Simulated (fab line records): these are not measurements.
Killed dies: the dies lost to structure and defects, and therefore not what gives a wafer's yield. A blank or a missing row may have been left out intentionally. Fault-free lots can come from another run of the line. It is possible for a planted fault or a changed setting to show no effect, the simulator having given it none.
Which tool was responsible?	flow gf180mcu	Sampling: 13 lots, 39 wafers, 4 of 602 route steps

## WHAT THE GAUGES SHOWED, per wafer
GF_VT_IMPLANT_RS_MEAS_48: a four-point-probe measurement. Usual: for LVPWELL_RS the level is 1196.1 ohm/sq and the standard deviation is 2.6.
lot	measured	on	LVPWELL_RS (ohm/sq)	flag
L454	day 7 15:51	film metro-02	1195.3 1191.3 1195.7	
L455	day 7 20:05	film metro-01	1196.7 1196.0 1195.5	
L456	day 8 01:29	film metro-01	1200.2 1199.9 1198.1	
L457	day 8 09:34	film metro-03	1195.1 1194.3 1197.6	
L458	day 8 17:22	film metro-01	1197.4 1200.3 1198.2	
L459	day 9 01:52	film metro-01	1195.4 1191.1 1194.5	
L460	day 9 12:32	film metro-01	1198.1 1199.1 1196.6	
L461	day 9 12:46	film metro-02	1193.4 1193.1 1194.0	
L462	day 9 22:46	film metro-02	1199.0 1192.4 1200.1	
L463	day 10 12:57	film metro-01	1195.5 1195.4 1198.3	
L469	day 11 20:29	film metro-01	1197.3 1194.4 1195.2	
L475	day 13 13:16	film metro-01	1200.8 1197.5 1199.6	
L476	day 13 20:36	film metro-01	1195.3 1200.0 1193.7	

GF_HV_LDD_CD_MEAS_31: target cd 400 nm. Usual: cd nm 398.9 nm, standard deviation 2.4.
lot	measured	on	cd nm (nm)	flag
L454	day 11 13:58	cd sem-02	399.8 398.6 399.9	
L455	day 11 20:02	cd sem-01	394.2 394.7 397.9	
L456	day 12 02:35	cd sem-01	403.0 402.8 403.3	
L457	day 12 12:23	cd sem-02	401.8 402.5 401.3	
L458	day 12 20:47	cd sem-02	394.8 394.1 394.6	
L459	day 13 05:37	cd sem-02	399.7 399.1 401.2	
L460	day 13 18:52	cd sem-02	397.4 399.0 398.2	
L461	day 13 20:19	cd sem-02	398.9 397.0 397.7	
L462	day 14 09:22	cd sem-02	399.6 397.5 397.8	
L463	day 15 00:04	cd sem-02	398.6 397.5 397.0	
L469	day 16 16:14	cd sem-01	401.3 399.0 401.5	
L475	day 18 09:32	cd sem-01	401.8 403.2 401.9	
L476	day 18 22:58	cd sem-01	400.9 402.0 400.8	

## TOOL THAT RAN EACH LOT (tool first, then ch and the chambers of the sampled wafers, then the start)
lot	GF_STI_ETCH_13	GF_NWELL_STRIP_10
L454	rie diel-01 ch 0,1,3, day 2 02:22	plasma asher-03 ch 0,1, day 3 08:32
L455	rie diel-01 ch 0,1,3, day 2 08:04	plasma asher-02 ch 0,1, day 3 13:32
L456	rie diel-01 ch 0,2,3, day 2 11:05	plasma asher-03 ch 0,1, day 3 17:26
L457	rie diel-04 ch 1,2, day 2 17:29	plasma asher-03 ch 0,1, day 4 00:06
L458	rie diel-04 ch 0,2, day 2 22:05	plasma asher-02 ch 0,1, day 4 05:44
L459	rie diel-01 ch 0,1,3, day 3 02:56	plasma asher-02 ch 0,1, day 4 11:54
L460	rie diel-03 ch 0,1,2, day 3 07:41	plasma asher-04 ch 0,1, day 4 17:38
L461	rie diel-03 ch 0,1,3, day 3 13:13	plasma asher-03 ch 0,1, day 4 21:14
L462	rie diel-04 ch 1,2,3, day 3 18:44	plasma asher-03 ch 1, day 5 06:24
L463	rie diel-01 ch 0,1,2, day 4 00:19	plasma asher-02 ch 0,1, day 5 15:33
L469	rie diel-01 ch 0,3, day 5 07:02	plasma asher-04 ch 0,1, day 6 18:27
L475	rie diel-03 ch 1,2,3, day 6 14:26	plasma asher-02 ch 0,1, day 8 02:55
L476	rie diel-03 ch 0,3, day 6 18:38	plasma asher-03 ch 0,1, day 8 09:02
- GF_STI_ETCH_13: etches the open film in CHF3/O2, stops on Si, target depth 282.31 nm, time 112.9 s.
- GF_NWELL_STRIP_10: strips in O2/N2.

## WHAT THE TOOLS THEMSELVES READ (means of the sampled wafers that have a number; where no wafer has one, the mark that the record gives instead)
GF_STI_ETCH_13. Usual: drypump motor current A 5.7 A, standard deviation 0.52; oes product au 0.832 a.u., standard deviation 0.0059; throttle valve pct 8.810 %, standard deviation 0.0082.
lot	tool	drypump motor current A (A)	oes product au (a.u.)	throttle valve pct (%)	flag
L454	rie diel-01	6.0	0.831	8.809	
L455	rie diel-01	6.0	0.837	8.811	
L456	rie diel-01	5.9	0.831	8.808	
L457	rie diel-04	5.1	0.841	8.808	
L458	rie diel-04	5.8	0.834	8.802	
L459	rie diel-01	6.0	0.822	8.808	
L460	rie diel-03	5.5	0.828	8.807	
L461	rie diel-03	5.6	0.831	8.808	
L462	rie diel-04	5.2	0.827	8.809	
L463	rie diel-01	6.0	0.838	8.805	
L469	rie diel-01	5.8	0.815	8.815	
L475	rie diel-03	5.6	0.835	8.813	
L476	rie diel-03	5.2	0.825	8.815	

GF_NWELL_STRIP_10. Usual: drypump motor current A 6.0 A, standard deviation 0.44; heater power w 324 W, standard deviation 49; oes product au 0.722 a.u., standard deviation 0.0049; strip time to endpoint s 36.92 s, standard deviation 0.12.
lot	tool	drypump motor current A (A)	heater power w (W)	oes product au (a.u.)	strip time to endpoint s (s)	flag
L454	plasma asher-03	6.3	299	0.719	36.88	
L455	plasma asher-02	5.9	329	0.721	36.95	
L456	plasma asher-03	6.3	302	0.726	37.10	
L457	plasma asher-03	6.5	356	0.719	37.07	
L458	plasma asher-02	5.9	321	0.724	36.80	
L459	plasma asher-02	5.9	324	0.724	37.02	
L460	plasma asher-04	5.8	329	0.728	36.93	
L461	plasma asher-03	6.5	347	0.720	36.83	
L462	plasma asher-03	6.7	399	0.719	37.18	
L463	plasma asher-02	6.0	326	0.723	36.83	
L469	plasma asher-04	5.8	327	0.719	36.86	
L475	plasma asher-02	5.9	332	0.717	36.83	
L476	plasma asher-03	6.5	348	0.726	36.91	

## THE ANSWER, worked out from the rows above alone
Rule: take the mean of a lot's wafers that have a number; if it is more than 3 standard deviations from the usual mean, the lot is off. A lot without any number at a reading at which 4 lots or more have one is off too. The other lots that the step has rows for count as sound. After the gauges, taken in route order, come the tools' own readings; for these a lot's mean is taken, as printed above. At the first step where some lot is off, the reading lying furthest off is the one used; lots without a number count as furthest.
Across all readings shown, no lot is off: no conclusion can be drawn from this.

## WHAT HAD BEEN PUT IN BY THE SIMULATOR
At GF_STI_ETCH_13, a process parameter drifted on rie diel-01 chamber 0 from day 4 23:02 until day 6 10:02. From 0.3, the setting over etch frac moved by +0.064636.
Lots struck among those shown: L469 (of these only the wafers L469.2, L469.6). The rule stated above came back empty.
